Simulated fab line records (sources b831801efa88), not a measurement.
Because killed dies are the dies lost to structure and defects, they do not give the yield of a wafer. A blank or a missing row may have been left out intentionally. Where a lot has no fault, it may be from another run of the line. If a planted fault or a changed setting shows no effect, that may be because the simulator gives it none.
Matching of chambers :: flow sfq line :: SFQ_TRILAYER_I7_CMP_CMP_184 on cmp-02: 4 sister chambers
The step polishes SiO2. 8 wafers are shown with their chamber, then 8 later ones without.

== WAFERS WITH THEIR CHAMBER ==
wafer: L348.2
chamber: 0
motor current A (A): 10.0
time to endpoint s (s): 225

wafer: L348.1
chamber: 3
motor current A (A): 11.4
time to endpoint s (s): 212

wafer: L348.4
chamber: 2
motor current A (A): 8.2
time to endpoint s (s): 220

wafer: L350.5
chamber: 1
motor current A (A): 10.0
time to endpoint s (s): 216

wafer: L350.6
chamber: 0
motor current A (A): 10.3
time to endpoint s (s): 219

wafer: L356.5
chamber: 2
motor current A (A): 8.1
time to endpoint s (s): 242

wafer: L356.6
chamber: 1
motor current A (A): 10.3
time to endpoint s (s): 229

wafer: L357.1
chamber: 3
motor current A (A): 10.8
time to endpoint s (s): 227

== WAFERS WITH NO CHAMBER GIVEN ==
wafer: L358.2
motor current A (A): 8.1
time to endpoint s (s): 225

wafer: L358.6
motor current A (A): 7.8
time to endpoint s (s): 227

wafer: L363.2
motor current A (A): 11.6
time to endpoint s (s): 212

wafer: L363.4
motor current A (A): 7.8
time to endpoint s (s): 223

wafer: L363.6
motor current A (A): 11.5
time to endpoint s (s): 224

wafer: L365.2
motor current A (A): 7.8
time to endpoint s (s): 210

wafer: L365.3
motor current A (A): 10.9
time to endpoint s (s): 219

wafer: L365.5
motor current A (A): 8.2
time to endpoint s (s): 221

== CHAMBER TAKEN BY EACH ==
wafer: L358.2
from the rows above: 2
in truth: 2

wafer: L358.6
from the rows above: 2
in truth: 2

wafer: L363.2
from the rows above: 3
in truth: 3

wafer: L363.4
from the rows above: 2
in truth: 2

wafer: L363.6
from the rows above: 3
in truth: 3

wafer: L365.2
from the rows above: 2
in truth: 2

wafer: L365.3
from the rows above: 3
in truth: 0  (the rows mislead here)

wafer: L365.5
from the rows above: 2
in truth: 2
Correct placement for 7 of the 8. From these rows, 0 cannot be placed. Number placed wrongly: 1.
How it was worked out, from the rows above alone: a wafer's distance from a chamber is the root of the sum, over the readings, of the square of ((its reading less the chamber's mean) divided by the reading's scatter). If the next closest chamber is less than 2 further off than the closest, the wafer can't be placed; otherwise it belongs to the closest. For every chamber, the mean is computed from those of its wafers that are shown. The scatter: take each reading less its chamber's mean, square it, sum over the shown wafers, divide by the number of wafers less the number of chambers, and take the root.
